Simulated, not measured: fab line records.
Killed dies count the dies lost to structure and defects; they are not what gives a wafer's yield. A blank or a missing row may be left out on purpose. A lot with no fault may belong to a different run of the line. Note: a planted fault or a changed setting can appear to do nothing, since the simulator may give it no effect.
Matching of chambers + flow gf180mcu + 4 sister chambers for GF_V5_CMP_26 on cmp-01
The step polishes, stops on SiO2, t overpolish 15 s, target thk 0 nm. 7 wafers are shown with their chamber, then 9 later ones without.

## WAFERS PAIRED WITH THEIR CHAMBERS
| wafer  | chamber | motor_current_A (A) | time_to_endpoint_s (s) |
|--------|---------|---------------------|------------------------|
| L994.3 | 0       | 11.9                | 90                     |
| L994.4 | 3       | 12.0                | 94                     |
| L994.5 | 1       | 14.9                | 89                     |
| L997.3 | 0       | 11.5                | 96                     |
| L998.1 | 2       | 10.9                | 83                     |
| L998.2 | 1       | 14.9                | 87                     |
| L998.6 | 2       | 11.4                | 86                     |

## WAFERS WITHOUT THEIR CHAMBER
| wafer  | motor_current_A (A) | time_to_endpoint_s (s) |
|--------|---------------------|------------------------|
| L100.2 | 15.0                | 91                     |
| L100.3 | 12.5                | 96                     |
| L100.5 | 10.8                | 88                     |
| L103.1 | 12.2                | 94                     |
| L103.2 | 14.9                | 91                     |
| L103.4 | 11.2                | 84                     |
| L112.1 | 10.8                | 84                     |
| L112.5 | 14.0                | 94                     |
| L112.6 | 11.9                | 89                     |

## WHICH CHAMBER EACH ONE RAN IN
| wafer  | from the rows above          | in truth |
|--------|------------------------------|----------|
| L100.2 | 1                            | 1        |
| L100.3 | can't be placed: 3 or 0      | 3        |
| L100.5 | 2                            | 2        |
| L103.1 | can't be placed: 3 or 0      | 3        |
| L103.2 | 1                            | 1        |
| L103.4 | 2                            | 2        |
| L112.1 | 2                            | 2        |
| L112.5 | 1                            | 1        |
| L112.6 | can't be placed: 0 or 3 or 2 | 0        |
Placed correctly: 6 of 9. These rows do not allow placing 3 (true chamber among the candidates in 3). Number placed wrongly: 0.
How it was worked out, from the rows above alone: a wafer's distance from a chamber is the root of the sum, over the readings, of the square of ((its reading less the chamber's mean) divided by the reading's scatter). The wafer belongs to the nearest chamber; if the next one is less than 2 further off, it can't be placed. For every chamber, the mean is computed from those of its wafers that are shown. How the scatter is found: for the shown wafers, subtract from each reading the mean of its chamber, square and add these, divide the total by (wafers less chambers), then take the root.
